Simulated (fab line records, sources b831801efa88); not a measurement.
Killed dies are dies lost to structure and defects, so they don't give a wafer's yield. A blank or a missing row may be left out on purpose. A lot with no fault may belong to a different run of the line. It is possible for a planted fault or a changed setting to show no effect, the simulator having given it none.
fab line records | flow sky130
record: lots: 7 wafers: 21 last-day: 50
route steps=708 shown PASSIVATION@692 PAD_OPEN@694
lots untouched by any fault: they come from a run of this same line in which no faults occurred
start-h: hours from the record's first day to the start of the lot's first wafer shown | wait-h: how many hours have passed since the lot's step before this one | " the same as in the row above | L1.1+2: one row covering several wafers at once | - no value present, or no start provided | * or withheld: withheld | < > ~ a bound
route shown NAME@n: a module of which the file shows steps, and the number in the route of the first | usual: average and standard deviation across the fault-free wafers | same: alike in all rows | chamber/n: place in a boat | sites: readings site by site | _std_site: the values' standard deviation | _edge_site: inner sites' mean taken away from outer sites' mean | radius-mm: how far each site lies from the wafer's centre | mask NAME#n: copy n | behind: the last tool/chamber to shape the wafer | hold: what put the lot on hold/how long, in hours/how the hold closed | device: the transistor (n, p or np) that didn't switch | end of line: tests run on the same wafers once the route is complete | step lacking rows: just its recipe | killed: count of dies lost to structure and defects at first sort (not the wafer's yield) | map: dies across one wafer; x = killed, . = not, _ = none there
set.NAME: the run value of the setting; set.NAME@STEP: its run value at that earlier step | model.NAME: the simulator's own value behind a step, which no gauge read
a table for each step, a row for each wafer; lots at some steps of the route
services: the hour from which a tool's chamber was out of use, counted from the record's first day as start-h (under 0 if before that day), plus the number of hours and why
== steps ==
step: SKY_PASSIVATION_ETCH_11
recipe: chemistry: CF4/O2 target-depth-nm: 725 stop-on: AlCu source-w: 800 bias-w: 150 pressure-mtorr: 150 cf4-flow-sccm: 80 O2_flow_sccm: 10 time-s: 161.1
usual: drypump-motor-current-A: 5.9/0.41 oes-product-au: 0.978/0.0072 throttle-valve-pct: 5.964/0.0087
columns lot.wafer tool chamber start-h wait-h drypump-motor-current-A oes-product-au rf-hours-counter-h throttle-valve-pct
L492.2 rie-diel-02 0 1082.67 - 6.0 0.958 2 5.961
L492.4 " 1 " " 5.5 0.975 24 5.952
L492.5 " 3 " " 6.2 0.974 - 5.961
L498.2 rie-diel-03 3 1120.09 - 6.0 0.966 14 5.967
L498.3 " 0 " " 5.9 0.979 16 5.978
L498.6 " 3 " " 6.0 0.972 - 5.965
L501.2 rie-diel-02 3 1137.17 - 6.2 0.971 17 5.974
L501.3 " 2 " " 6.6 0.972 7 5.951
L501.5 " 2 " " 6.6 0.985 - 5.972
L502.1 rie-diel-03 0 1141.39 - 6.0 0.977 17 5.969
L502.2 " 2 " " 5.0 0.978 16 5.954
L502.5 " 1 " " 5.1 0.981 - 5.951
L505.4 rie-diel-03 1 1156.14 - 5.1 0.975 16 5.967
L505.5 " 2 " " 5.0 0.976 - 5.961
L505.6 " 3 " " 6.0 0.978 - 5.968
L504.1 rie-diel-03 1 1157.12 - 5.1 0.983 16 5.960
L504.3 " 3 " " 6.0 0.975 15 5.965
L504.4 " 0 " " 5.9 0.986 17 5.967
L511.1 rie-diel-01 2 1180.07 - 6.0 0.975 29 5.975
L511.4 " 1 " " 6.1 0.968 26 5.967
L511.5 " 0 " " 5.9 0.980 - 5.969
step: SKY_PASSIVATION_STRIP_12
recipe: chemistry: O2/N2 power-w: 1400 pressure-mtorr: 1500 platen-temp-c: withheld overash-fraction: 0.7 o2-flow-sccm: 3000 n2-flow-sccm: 300
usual: drypump-motor-current-A: 5.43/0.3 oes-product-au: 0.660/0.0047 strip-time-to-endpoint-s: 31.55/0.14
columns lot.wafer tool chamber start-h wait-h drypump-motor-current-A oes-product-au rf-hours-counter-h strip-time-to-endpoint-s
L492.2 plasma-asher-03 1 1082.77 0.1 5.28 0.655 2 31.41
L492.4 " 0 " " 5.31 0.656 - 31.49
L492.5 " 1 " " 5.26 0.660 - 31.51
L498.2 plasma-asher-03 1 1120.20 0.1 5.23 0.656 5 31.71
L498.3 " 0 " " 5.33 0.654 - 31.46
L498.6 " 1 " " 5.23 0.660 - 31.83
L501.2 plasma-asher-01 1 1137.28 0.1 5.30 0.652 100 31.49
L501.3 " 1 " " 5.31 0.661 - 31.53
L501.5 " 1 " " 5.31 0.661 - 31.32
L502.1 plasma-asher-04 0 1141.50 0.1 5.90 0.660 70 31.49
L502.2 " 1 " " 5.85 0.660 70 31.58
L502.5 " 0 " " 5.92 0.667 - 31.53
L505.4 plasma-asher-01 0 1156.28 0.1 5.10 0.666 - 31.80
L505.5 " 0 " " 5.07 0.661 - 31.75
L505.6 " 1 " " 5.31 0.662 - 31.88
L504.1 plasma-asher-03 1 1157.23 0.1 5.26 0.665 9 31.51
L504.3 " 0 " " 5.30 0.657 - 31.69
L504.4 " 1 " " 5.29 0.661 - 31.44
L511.1 plasma-asher-03 1 1180.18 0.1 5.28 0.660 11 31.46
L511.4 " 0 " " 5.33 0.672 - 31.68
L511.5 " 1 " " 5.29 0.661 - 31.81
step: SKY_PAD_OPEN_DEHYDRATE_00
recipe: temp-c: 200 time-s: 60
step: SKY_PAD_OPEN_HMDS_01
recipe: prime-time-s: 60 prime-temp-c: 120
step: SKY_PAD_OPEN_COAT_02
recipe: spin-rpm: 2000 resist-thk-nm: 3000
step: SKY_PAD_OPEN_SOFTBAKE_03
recipe: temp-c: 110 time-s: withheld
step: SKY_PAD_OPEN_EXPOSE_04
recipe: mask-id: PDM target-cd-nm: 60000 na: 0.57 dose-mj: 260
step: SKY_PAD_OPEN_PEB_05
recipe: temp-c: 115 time-s: withheld
step: SKY_PAD_OPEN_DEVELOP_06
recipe: develop-time-s: 60 dev-temp-c: 23
step: SKY_PAD_OPEN_ETCH_07
recipe: chemistry: CF4/O2 target-depth-nm: 725 stop-on: AlCu source-w: 800 bias-w: 150 pressure-mtorr: 150 cf4-flow-sccm: 80 O2_flow_sccm: 10 time-s: 161.1
usual: drypump-motor-current-A: 6.0/0.41 oes-product-au: 0.979/0.0072 throttle-valve-pct: 5.963/0.0088
columns lot.wafer tool chamber start-h wait-h drypump-motor-current-A oes-product-au rf-hours-counter-h throttle-valve-pct
L492.2 rie-diel-04 3 1103.64 - 5.3 0.969 20 5.963
L492.4 " 2 " " 5.5 0.972 20 5.960
L492.5 " 2 " " 5.5 0.981 - 5.954
L498.2 rie-diel-04 0 1140.14 - 6.3 0.974 15 5.955
L498.3 " 2 " " 5.5 0.979 22 5.968
L498.6 " 2 " " 5.5 0.969 - 5.961
L501.2 rie-diel-02 2 1156.94 - 6.6 0.964 8 5.965
L501.3 " 3 " " 6.2 0.970 18 5.973
L501.5 " 0 " " 6.0 0.983 - 5.974
L502.1 rie-diel-01 2 1160.49 - 6.0 0.982 28 5.967
L502.2 " 0 " " 5.9 0.973 24 5.975
L502.5 " 0 " " 5.9 0.975 - 5.960
L505.4 rie-diel-04 1 1174.34 - 6.3 0.983 20 5.953
L505.5 " 2 " " 5.5 0.989 - 5.958
L505.6 " 1 " " 6.4 0.983 - 5.961
L504.1 rie-diel-02 2 1176.09 - 6.7 0.979 9 5.960
L504.3 " 0 " " 6.0 0.980 5 5.953
L504.4 " 0 " " 6.0 0.985 - 5.965
L511.1 rie-diel-01 1 1195.64 - 6.1 0.982 26 5.962
L511.4 " 0 " " 5.9 0.972 26 5.959
L511.5 " 2 " " 6.0 0.981 - 5.971
step: SKY_PAD_OPEN_STRIP_08
recipe: chemistry: O2/N2 power-w: 1400 pressure-mtorr: 1500 platen-temp-c: withheld overash-fraction: 0.7 o2-flow-sccm: 3000 n2-flow-sccm: 300
usual: drypump-motor-current-A: 5.43/0.28 oes-product-au: 0.662/0.0043
columns lot.wafer tool chamber start-h wait-h drypump-motor-current-A oes-product-au rf-hours-counter-h
L492.2 plasma-asher-01 1 1103.75 0.1 5.31 0.661 97
L492.4 " 1 " " 5.28 0.657 -
L492.5 " 0 " " 5.10 0.658 -
L498.2 plasma-asher-02 1 1140.25 0.1 5.93 0.659 39
L498.3 " 0 " " 5.69 0.662 -
L498.6 " 1 " " 5.94 0.660 -
L501.2 plasma-asher-02 1 1157.05 0.1 5.95 0.660 41
L501.3 " 0 " " 5.68 0.664 -
L501.5 " 0 " " 5.69 0.663 -
L502.1 plasma-asher-01 0 1160.60 0.1 5.14 0.672 102
L502.2 " 1 " " 5.30 0.665 102
L502.5 " 0 " " 5.14 0.664 -
L505.4 plasma-asher-03 0 1174.48 0.1 5.32 0.667 -
L505.5 " 1 " " 5.29 0.660 -
L505.6 " 0 " " 5.31 0.661 -
L504.1 plasma-asher-02 1 1176.20 0.1 5.89 0.659 43
L504.3 " 1 " " 5.94 0.660 -
L504.4 " 0 " " 5.68 0.660 -
L511.1 plasma-asher-03 0 1195.75 0.1 5.31 0.653 13
L511.4 " 1 " " 5.26 0.668 -
L511.5 " 1 " " 5.27 0.661 -
step: SKY_PAD_OPEN_STRIP_09
recipe: chemistry: post-etch-residue-remover time-s: 1200 temp-c: 72.5
step: SKY_PAD_OPEN_CLEAN_10
recipe: chemistry: IPA time-s: 180 temp-c: 25
columns lot.wafer tool chamber start-h wait-h
L492.2+4+5 wet-bench-03 3 1104.25 0.0
L498.2+3+6 wet-bench-03 1 1140.69 0.0
L501.2+3+5 wet-bench-03 3 1157.56 0.0
L502.1+2+5 wet-bench-03 2 1161.04 0.0
L505.4+5+6 wet-bench-01 0 1174.89 0.0
L504.1+3+4 wet-bench-01 3 1176.77 0.1
L511.1+4+5 wet-bench-02 1 1196.21 0.0
step: SKY_PAD_OPEN_CLEAN_11
recipe: chemistry: O3/DIW dry: n2-spin
step: SKY_PAD_OPEN_ANNEAL_12
recipe: temp-c: 400 time-s: withheld ambient: N2/H2 idle-temp-c: 300 ramp-up-c-per-min: 8 ramp-down-c-per-min: 4
step: SKY_PAD_OPEN_BOW_MEAS_13
recipe: mode: bow
usual: PAD_OPEN_BOW: 47/8.4
columns lot.wafer tool chamber start-h wait-h PAD_OPEN_BOW[um]
L492.2 film-metro-04 - 1105.94 - 61
L492.4 " - " " 50
L492.5 " - " " 56
L498.2 film-metro-01 - 1142.36 - 50
L498.3 " - " " 48
L498.6 " - " " 68
L501.2 film-metro-02 - 1159.24 - 59
L501.3 " - " " 45
L501.5 " - " " 36
L502.1 film-metro-01 - 1162.69 - 40
L502.2 " - " " 39
L502.5 " - " " 39
L505.4 film-metro-01 - 1176.61 - 55
L505.5 " - " " 35
L505.6 " - " " 41
L504.1 film-metro-01 - 1178.42 - 50
L504.3 " - " " 41
L504.4 " - " " 51
L511.1 film-metro-01 - 1197.88 - 37
L511.4 " - " " 24
L511.5 " - " " 45
step: SKY_PAD_OPEN_PROBE_99
usual: defect-limited-yield: 82.6/2 killed_at_M0_to_M3: 42/6.7 killed_at_M4_up: 3.0/1.9 killed-at-contacts: 24/5.3 killed-at-front-end: 16/4.3 killed-at-other: 0.4/0.71 killed-dies: 85/9.6 killed-on-rim: 17/3.7 killed-open: 46/6.5 killed-short: 39/6.7 sort_bin_3_pad_short: 0.9/0.46 sort_bin_5_function: 10.3/1.3 sort_bin_6_memory: 6.2/1.1 sort-n-pass: 407/9.6 sort-yield-pct: 82.6/2
same: gross-dies: 492 killed-at-back-side: 0 sort_bin_4_leakage[%]: 0 sort_bin_8_speed[%]: 0
columns lot.wafer tool chamber start-h wait-h defect-limited-yield[%] killed_at_M0_to_M3 killed_at_M4_up killed-at-contacts killed-at-front-end killed-at-other killed-dies killed-on-rim killed-open killed-short sort_bin_3_pad_short[%] sort_bin_5_function[%] sort_bin_6_memory[%] sort-n-pass sort-yield-pct[%] model.etest.tester.sort-n-pass model.etest.tester.sort-yield-pct model.etest.tester.sort_bin_5_pct model.etest.tester.sort_bin_3_pct
L492.2 prober-01 - 1106.09 0.1 84.1 39 2 24 12 1 78 14 45 33 1.2 10.0 4.7 414 84.1 414 84.15 9.959 1.22
L492.4 prober-01 - 1106.19 0.2 83.1 34 9 22 18 0 83 17 52 31 0.4 11.6 4.9 409 83.1 409 83.13 11.59 0.4065
L492.5 prober-01 - 1106.24 0.2 81.1 44 3 28 17 1 93 18 44 49 1.6 9.3 7.9 399 81.1 399 81.1 9.35 1.626
L498.2 prober-01 - 1142.51 0.1 74.0 28 2 21 11 66 128 18 36 26 6.5 14.6 4.9 364 74.0 364 73.98 14.63 6.504
L498.3 prober-01 - 1142.56 0.2 69.7 41 2 23 16 67 149 23 49 33 5.9 16.9 7.5 343 69.7 343 69.72 16.87 5.894
L498.6 prober-01 - 1142.71 0.2 69.5 38 3 22 17 70 150 30 47 33 3.7 18.5 8.3 342 69.5 342 69.51 18.5 3.659
L501.2 prober-02 - 1159.39 0.1 71.1 47 5 22 16 52 142 33 42 45 4.1 17.1 7.7 350 71.1 350 71.14 17.07 4.065
L501.3 prober-02 - 1159.44 0.2 75.6 34 1 30 15 40 120 25 42 39 3.9 14.4 6.1 372 75.6 372 75.61 14.43 3.862
L501.5 prober-02 - 1159.54 0.2 72.2 48 6 22 15 46 137 29 57 33 2.8 17.7 7.3 355 72.2 355 72.15 17.68 2.846
L502.1 prober-01 - 1162.81 0.1 77.6 34 2 26 12 36 110 27 42 32 2.4 15.0 4.9 382 77.6 382 77.64 15.04 2.439
L502.2 prober-01 - 1162.86 0.1 78.0 33 1 24 14 36 108 26 42 31 3.7 13.8 4.5 384 78.0 384 78.05 13.82 3.659
L502.5 prober-01 - 1163.01 0.2 77.8 40 3 22 12 32 109 29 42 35 3.9 13.0 5.3 383 77.8 383 77.85 13.01 3.862
L505.4 prober-01 - 1176.82 0.2 85.0 38 0 24 12 0 74 13 33 40 0.4 9.1 5.5 418 85.0 418 84.96 9.146 0.4065
L505.5 prober-01 - 1176.87 0.2 80.3 45 4 26 21 1 97 20 49 45 1.0 11.2 7.5 395 80.3 395 80.28 11.18 1.016
L505.6 prober-01 - 1176.92 0.2 79.9 42 4 38 15 0 99 20 52 47 0.8 11.0 8.3 393 79.9 393 79.88 10.98 0.813
L504.1 prober-02 - 1178.54 0.1 85.2 30 2 27 13 1 73 12 37 36 0.4 8.1 6.3 419 85.2 419 85.16 8.13 0.4065
L504.3 prober-02 - 1178.64 0.2 83.5 35 3 27 15 1 81 11 46 35 0.8 9.3 6.3 411 83.5 411 83.54 9.35 0.813
L504.4 prober-02 - 1178.69 0.2 83.7 42 5 16 17 0 80 6 38 42 0.8 10.0 5.5 412 83.7 412 83.74 9.959 0.813
L511.1 prober-02 - 1198.00 0.1 76.6 57 1 30 27 0 115 26 51 63 1.4 14.0 7.9 377 76.6 377 76.63 14.02 1.423
L511.4 prober-02 - 1198.15 0.2 80.7 48 1 26 20 0 95 23 51 43 1.6 10.4 7.3 397 80.7 397 80.69 10.37 1.626
L511.5 prober-02 - 1198.20 0.2 81.9 45 2 24 18 0 89 21 48 41 1.6 9.8 6.7 403 81.9 403 81.91 9.756 1.626
killed by level:class
L492.2 VIA1:geometric-particle:open=13 LI_CONTACT:geometric-particle:open=6 CONTACT:geometric-particle:open=5 METAL3:geometric-particle:short=5 VIA3:geometric-particle:open=5 POLY_GATE:geometric-particle:short=4 LI_CONTACT:geometric-particle:short=4 CONTACT:geometric-particle:short=4
L492.4 FIELD_ISO:geometric-particle:open=8 METAL4:geometric-particle:short=8 LI_CONTACT:geometric-particle:open=8 VIA3:geometric-particle:open=8 VIA1:geometric-particle:open=8 POLY_GATE:geometric-particle:open=6 CONTACT:geometric-particle:open=6 METAL1:geometric-particle:short=5
L492.5 VIA2:geometric-particle:open=7 LOCAL_INTERCONNECT:geometric-particle:short=7 CONTACT:geometric-particle:open=7 VIA1:geometric-particle:open=7 METAL1:geometric-particle:short=6 LI_CONTACT:geometric-particle:open=5 VIA3:geometric-particle:open=5 VIA3:geometric-particle:short=5
L498.2 PAD_OPEN:unspecified=66 CONTACT:geometric-particle:open=9 VIA1:geometric-particle:open=9 LI_CONTACT:geometric-particle:open=6 METAL1:geometric-particle:short=6 FIELD_ISO:geometric-particle:short=3 VIA1:geometric-particle:short=3 VIA3:geometric-particle:open=3
L498.3 PAD_OPEN:unspecified=67 VIA1:geometric-particle:open=15 CONTACT:geometric-particle:open=9 VIA3:geometric-particle:open=7 POLY_GATE:geometric-particle:short=5 LI_CONTACT:geometric-particle:open=5 METAL1:geometric-particle:short=5 VIA1:geometric-particle:short=4
L498.6 PAD_OPEN:unspecified=70 VIA3:geometric-particle:open=9 POLY_GATE:geometric-particle:open=7 CONTACT:geometric-particle:open=7 VIA2:geometric-particle:open=6 LI_CONTACT:geometric-particle:open=6 VIA2:geometric-particle:short=5 CONTACT:geometric-particle:short=4
L501.2 PAD_OPEN:unspecified=52 VIA1:geometric-particle:open=16 METAL2:geometric-particle:short=10 VIA3:geometric-particle:open=7 CONTACT:geometric-particle:short=6 CONTACT:geometric-particle:open=6 METAL4:geometric-particle:short=5 POLY_GATE:geometric-particle:short=4
L501.3 PAD_OPEN:unspecified=39 VIA1:geometric-particle:open=9 FIELD_ISO:geometric-particle:open=7 LI_CONTACT:geometric-particle:open=6 LOCAL_INTERCONNECT:geometric-particle:short=6 CONTACT:geometric-particle:open=6 LI_CONTACT:geometric-particle:short=5 CONTACT:geometric-particle:short=5
L501.5 PAD_OPEN:unspecified=46 VIA1:geometric-particle:open=14 CONTACT:geometric-particle:open=6 METAL1:geometric-particle:open=6 VIA2:geometric-particle:open=6 FIELD_ISO:geometric-particle:open=5 METAL2:geometric-particle:short=5 LI_CONTACT:geometric-particle:open=5
L502.1 PAD_OPEN:unspecified=35 CONTACT:geometric-particle:open=12 VIA1:geometric-particle:open=11 VIA1:geometric-particle:short=9 CONTACT:geometric-particle:short=7 POLY_GATE:geometric-particle:open=5 METAL1:geometric-particle:short=5 VIA2:geometric-particle:open=5
L502.2 PAD_OPEN:unspecified=35 VIA1:geometric-particle:open=9 LI_CONTACT:geometric-particle:open=8 CONTACT:geometric-particle:open=6 LOCAL_INTERCONNECT:geometric-particle:short=5 METAL1:geometric-particle:short=5 FIELD_ISO:geometric-particle:short=4 FIELD_ISO:geometric-particle:open=4
L502.5 PAD_OPEN:unspecified=32 CONTACT:geometric-particle:open=10 VIA1:geometric-particle:open=7 VIA2:geometric-particle:open=7 VIA1:geometric-particle:short=6 LI_CONTACT:geometric-particle:open=5 METAL1:geometric-particle:short=5 FIELD_ISO:geometric-particle:open=4
L505.4 CONTACT:geometric-particle:open=9 METAL2:geometric-particle:short=7 VIA2:geometric-particle:open=7 CONTACT:geometric-particle:short=6 LOCAL_INTERCONNECT:geometric-particle:short=6 VIA1:geometric-particle:short=5 POLY_GATE:geometric-particle:short=4 METAL1:geometric-particle:short=4
L505.5 VIA1:geometric-particle:open=12 LI_CONTACT:geometric-particle:open=7 LOCAL_INTERCONNECT:geometric-particle:short=7 VIA2:geometric-particle:open=6 CONTACT:geometric-particle:open=6 VIA3:geometric-particle:open=6 POLY_GATE:geometric-particle:open=5 METAL2:geometric-particle:short=5
L505.6 CONTACT:geometric-particle:open=11 VIA3:geometric-particle:open=10 LI_CONTACT:geometric-particle:open=9 VIA1:geometric-particle:open=8 METAL1:geometric-particle:short=7 CONTACT:geometric-particle:short=6 FIELD_ISO:geometric-particle:short=5 LOCAL_INTERCONNECT:geometric-particle:short=5
L504.1 CONTACT:geometric-particle:open=8 LI_CONTACT:geometric-particle:short=7 VIA1:geometric-particle:open=7 LI_CONTACT:geometric-particle:open=6 VIA1:geometric-particle:short=5 CONTACT:geometric-particle:short=4 VIA2:geometric-particle:open=4 FIELD_ISO:geometric-particle:short=3
L504.3 LI_CONTACT:geometric-particle:open=9 VIA1:geometric-particle:open=8 VIA3:geometric-particle:open=7 CONTACT:geometric-particle:open=6 FIELD_ISO:geometric-particle:open=5 LOCAL_INTERCONNECT:geometric-particle:short=5 CONTACT:geometric-particle:short=5 METAL1:geometric-particle:short=4
L504.4 CONTACT:geometric-particle:short=8 VIA2:geometric-particle:open=7 VIA3:geometric-particle:open=7 FIELD_ISO:geometric-particle:short=6 METAL1:geometric-particle:short=6 VIA1:geometric-particle:open=5 POLY_GATE:geometric-particle:short=3 LOCAL_INTERCONNECT:geometric-particle:short=3
L511.1 CONTACT:geometric-particle:open=10 VIA3:geometric-particle:short=9 VIA2:geometric-particle:open=8 METAL2:geometric-particle:short=8 FIELD_ISO:geometric-particle:open=7 POLY_GATE:geometric-particle:short=7 LI_CONTACT:geometric-particle:open=7 METAL1:geometric-particle:short=7
L511.4 VIA1:geometric-particle:open=17 METAL1:geometric-particle:short=7 POLY_GATE:geometric-particle:short=6 LI_CONTACT:geometric-particle:open=6 CONTACT:geometric-particle:open=6 VIA3:geometric-particle:open=6 LI_CONTACT:geometric-particle:short=5 LOCAL_INTERCONNECT:geometric-particle:short=5
L511.5 POLY_GATE:geometric-particle:open=10 CONTACT:geometric-particle:open=9 VIA1:geometric-particle:open=7 LI_CONTACT:geometric-particle:open=7 METAL3:geometric-particle:short=7 VIA3:geometric-particle:open=7 METAL2:geometric-particle:short=5 METAL1:geometric-particle:short=5
map L498.6 (x killed, . not)
__________xxxxxxx..x_________
________x.xxxxxxxxxx.._______
______..xxxxxxxxxxx...xx_____
_____x...xxxxxxxxxxxxx...____
____...xxxxxxxxxxxxx......___
___x....x.xxxxxxxx.........__
__......x.xxxxxxxx.....x...._
_.xx...x....xxx....x..x....x.
_.x.....x.......xx.......x.xx
_...xx...x...x............x..
_xx.......................x..
_....................x.x...xx
_......xx.......x....x.......
_.......x.xx..........x..x...
_........x..........x....x..x
__x..xx..x..x..x.xx.x.x....._
___......xx.........x...x..__
____............x....x....___
_____x..xx...xx.........x____
______.......x.....xx..._____
________x.x........x.._______
__________....x.x..._________
map L501.2 (x killed, . not)
__________.x.xx....._________
________...x.........._______
______x..........x....x._____
_____.....x..x.x......x..____
____.......x..x..x....xx..___
___x.x.x.x...x......x.x....__
__x..........xx.x..........._
_.....x......x..........x...x
_......x.xx..x...........xx..
_x.....x...x.......x..xx.....
_...........x...x...x.......x
_....x...x..........x.....xxx
_xxxxxx...xx.x......xx.x.....
_xxxxx.xxx....x.xx.....x.....
_xxxxxxxx.x..x..xx..x........
__xxxxxxxx....x..x......x..._
___xxxxxxxx.x..x...........__
____xxxxxxx...x..x..x.x.xx___
_____xxxx...x......x.....____
______xxx...x.xx....x..._____
________xx...........x_______
__________....x....x_________
== services ==
columns tool chamber start-h hours kind
plasma-asher-03 0 1064.25 - clean
plasma-asher-03 1 1064.25 - clean
plasma-asher-02 - 1066.41 0.5 repair
wet-bench-03 - 1070.24 2.1 repair
plasma-asher-03 - 1078.60 2.1 repair
rie-diel-01 - 1089.83 0.3 repair
rie-diel-01 2 1094.04 21.1 repair
rie-diel-01 0 1096.36 13.9 repair
rie-diel-01 1 1102.94 4.5 repair
rie-diel-02 1 1103.12 4.8 repair
rie-diel-01 3 1115.16 - clean
rie-diel-01 3 1115.16 24.0 scheduled-down
rie-diel-01 3 1115.16 24.0 vent-cycle
plasma-asher-01 - 1118.37 2.7 repair
rie-diel-03 2 1119.66 4.0 repair
plasma-asher-02 - 1135.52 2.8 pm
plasma-asher-02 - 1143.79 2.4 repair
wet-bench-03 - 1145.04 1.8 repair
rie-diel-04 0 1170.11 2.4 repair
rie-diel-02 3 1174.48 14.0 repair
== key ==
first-sign: step: SKY_PAD_OPEN_PROBE_99 reading: killed-at-other direction: up sigmas: 49 usual: 0.4 struck: 49.4
effect: step: SKY_PAD_OPEN_PROBE_99 reading: sort_bin_3_pad_short direction: up sigmas: 6.9 usual: 0.9 struck: 4.1
model-effect: step: SKY_PAD_OPEN_PROBE_99 value: etest.tester.sort-n-pass without: 407.1 struck: 363.9
met-at SKY_PAD_OPEN_CLEAN_10
struck-wafers L498.2,L498.3,L498.6,L501.2,L501.3,L501.5,L502.1,L502.2,L502.5
onset-between 1104.25 1140.69
fault: kind: chamber-particle-source tool: wet-bench-03 chamber: - onset-h: 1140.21 steps: SKY_PAD_OPEN_CLEAN_10 rate-per-visit-cm2: 2.0165 end-h: 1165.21
